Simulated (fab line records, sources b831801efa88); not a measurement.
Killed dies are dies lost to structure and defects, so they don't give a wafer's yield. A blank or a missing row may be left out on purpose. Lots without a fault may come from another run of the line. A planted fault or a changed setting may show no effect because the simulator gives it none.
Which tool did it? | flow sky130 | 6 lots, 18 wafers sampled, at 3 steps of a route of 708

WHAT THE GAUGES READ, wafer by wafer
SKY_METAL1_OVL_MEAS_16.
lot  | measured     | on         | METAL1_OVL (nm)
L799 | day 33 18:28 | overlay-01 | -4 1 1
L798 | day 33 19:37 | overlay-01 | -3 2 -2
L802 | day 34 16:13 | overlay-02 | 0 -2 -3
L804 | day 35 09:17 | overlay-02 | -1 3 -3
L815 | day 38 19:40 | overlay-02 | -8 1 -6
L817 | day 40 10:40 | overlay-02 | -1 -5 0

WHICH TOOL RAN EACH LOT (tool, then ch and the chambers of the sampled wafers, then the start)
lot  | SKY_LI_CONTACT_CMP_24         | SKY_CONTACT_SPUTTER_23
L799 | cmp-01 ch 0,1, day 30 04:37   | pvd_sputter-01, day 32 14:23
L798 | cmp-02 ch 0,3, day 30 05:16   | pvd_sputter-04, day 32 16:31
L802 | cmp-01 ch 0,1,3, day 31 02:55 | pvd_sputter-01, day 33 12:17
L804 | cmp-02 ch 1,2,3, day 31 20:19 | pvd_sputter-02, day 34 05:38
L815 | cmp-02 ch 0,1,2, day 35 09:59 | pvd_sputter-01, day 37 16:56
L817 | cmp-02 ch 1,2,3, day 37 03:31 | pvd_sputter-04, day 39 09:29
- SKY_LI_CONTACT_CMP_24: polishes, stops on PSG, t overpolish 20 s, target thk 0 nm.
- SKY_CONTACT_SPUTTER_23: material TiN, target thk 20 nm, time 80 s.

THE ANSWER, worked out from the rows above alone
Rule: what is usual is taken from the lots themselves. Put in order of their means at a reading, lots are off if they are a third of the lots or fewer, leave a main group of 4 or more, and stand apart from it by a gap of 3 or more times the standard deviation of the main group's means; of several such gaps the widest counts. A main group whose means are all the same, to the digits that the tables above print for the reading, isn't used. A lot without any number at a reading at which 4 lots or more have one is off too. The other lots that the step has rows for count as sound.
Off: L815, at SKY_METAL1_OVL_MEAS_16 (METAL1_OVL). The main group: mean -1 nm, standard deviation 0.62.
A tool fits if, at a process step before that reading, it ran every lot that is off, and no sound lot after the first of them. The gauges at SKY_METAL1_OVL_MEAS_16 are tried like those tools. One fits: pvd_sputter-01 at SKY_CONTACT_SPUTTER_23. Its last sound lot is L802 (day 33 12:17), its first lot that is off L815 (day 37 16:56): a fault that began between those two fits.

WHAT THE SIMULATOR HAD PUT IN
Process parameter drift: pvd_sputter-01, from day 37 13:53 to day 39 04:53, at SKY_CONTACT_SPUTTER_23. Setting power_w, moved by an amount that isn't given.
Lots struck among those shown: L815. The rule above found the same.
